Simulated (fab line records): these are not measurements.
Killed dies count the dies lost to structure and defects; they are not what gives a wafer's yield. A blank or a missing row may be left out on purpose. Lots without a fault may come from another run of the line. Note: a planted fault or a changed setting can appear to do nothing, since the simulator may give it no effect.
A struck lot beside a sound one / flow sfq-line / 18 steps out of a route of 325
Sound: the wafers L655.1, L655.4, L655.6. The struck wafers were L663.1, L663.2, L663.4. The cause is given at the end.
Per side, at each step with rows, come the tool, then ch with its chambers, and then its first start. Under that, the readings that differ: sound wafers / struck wafers / difference of the means / sigmas: that difference in standard deviations of wafers without a fault.
alike: words and numbers the same on both sides, and readings whose means are apart by under 2 such deviations; not compared: readings that were withheld, readings missing a value for some wafer, numbers with overlapping values and no deviation given by the record, and bounds like >300 which may hide the same value.
Wherever a step has rows on one side only, a row that says differs or no value, or a row with sigmas, the two part there. When numbers do not overlap yet have no deviation, they are printed without sigmas and do not part them. A reading missing from all wafers of one side parts the sides only when that side holds two or more wafers.

first, 5 steps without rows for these wafers: SFQ_TRILAYER_I7_VIA_LITHO_COAT_187 (resist thk 650 nm); SFQ_TRILAYER_I7_VIA_LITHO_SOFTBAKE_191; SFQ_TRILAYER_I7_VIA_LITHO_EXPOSE_188 (exposes mask I7, target cd 1000 nm); SFQ_TRILAYER_I7_VIA_LITHO_PEB_190 (peb time 60 s); SFQ_TRILAYER_I7_VIA_LITHO_DEVELOP_189 (time 60 s).
SFQ_I7_OVL_MEAS_947:
  sound on overlay-02 at day 75 14:46; struck on overlay-01 at day 79 04:16
  alike: I7_OVL
SFQ_TRILAYER_I7_VIA_BARC_OPEN_VIA_ETCH_260: etches BARC in O2, target depth 125 nm, time 41.7 s.
  sound on rie-diel-01 ch 0,2, day 75 14:48; struck on rie-diel-01 ch 0,2,3, day 79 04:19
  alike: drypump-motor-current-A, oes-product-au
  not compared: rf-hours-counter-h
SFQ_TRILAYER_I7_VIA_ETCH_VIA_ETCH_190: etches SiO2 in CHF3, stops on Nb, target depth 260 nm.
  sound on rie-diel-01 ch 0,2, day 75 14:50; struck on rie-diel-01 ch 0,2,3, day 79 04:21
  alike: drypump-motor-current-A, oes-product-au
SFQ_TRILAYER_I7_VIA_STRIP_STRIP_191: strips in O2.
  sound on rie-metal-02 ch 0,1, day 75 14:57; struck on rie-metal-02 ch 0,1, day 79 04:28
reading=oes-product-au (a.u.); sound=0.991 0.993 0.982; struck=1.017 0.999 1.007; difference=+0.019; sigmas=+2
  alike: drypump-motor-current-A, he-backside-leak-sccm, platen-temp-c
  not compared: rf-hours-counter-h
then, 3 steps without rows for these wafers: SFQ_TRILAYER_I7_VIA_STRIP_SOLV_CLEAN_192 (cleans in NMP, time 600 s); SFQ_TRILAYER_M8_LITHO_LOR_COAT_197; SFQ_TRILAYER_M8_LITHO_LOR_BAKE_198.
SFQ_TRILAYER_M8_LITHO_COAT_193: resist thk 600 nm.
  sound on litho-track-02 ch 0, day 75 16:00; struck on litho-track-04 ch 0, day 79 06:00
reading=model.KrF_of_TRILAYER_M8_LITHO_COAT_193.thk-nm (nm); sound=600.1 600.4 600.1; struck=620.3 620.3 620; difference=+20.0; sigmas=
  alike: dispense-pressure-kPa
then, 3 steps without rows for these wafers: SFQ_TRILAYER_M8_LITHO_SOFTBAKE_199; SFQ_TRILAYER_M8_LITHO_EXPOSE_194 (exposes mask M8, target cd 2000 nm); SFQ_TRILAYER_M8_LITHO_PEB_196 (peb time 60 s).
-- the record jumps here: 4 days lie between the struck wafers' starts before and after --
SFQ_TRILAYER_M8_LITHO_DEVELOP_195: img clear 15 s, time 55 s.
  sound on litho-track-01 ch 0, day 79 22:53; struck on litho-track-01 ch 0, day 83 11:39
reading=model.KrF_of_TRILAYER_M8_LITHO_COAT_193.thk-nm (nm); sound=575.9 576.1 575.8; struck=596 596 595.8; difference=+20; sigmas=
SFQ_M8_OVL_MEAS_948:
  sound on overlay-02 at day 79 23:01; struck on overlay-01 at day 83 11:47
  alike: M8_OVL

WHERE THEY PART
Only at SFQ_TRILAYER_I7_VIA_STRIP_STRIP_191, as far as this record shows. Later steps at which nothing parts them and some readings are alike: SFQ_TRILAYER_M8_LITHO_COAT_193, SFQ_M8_OVL_MEAS_948.

WHY: whatever the simulator had introduced
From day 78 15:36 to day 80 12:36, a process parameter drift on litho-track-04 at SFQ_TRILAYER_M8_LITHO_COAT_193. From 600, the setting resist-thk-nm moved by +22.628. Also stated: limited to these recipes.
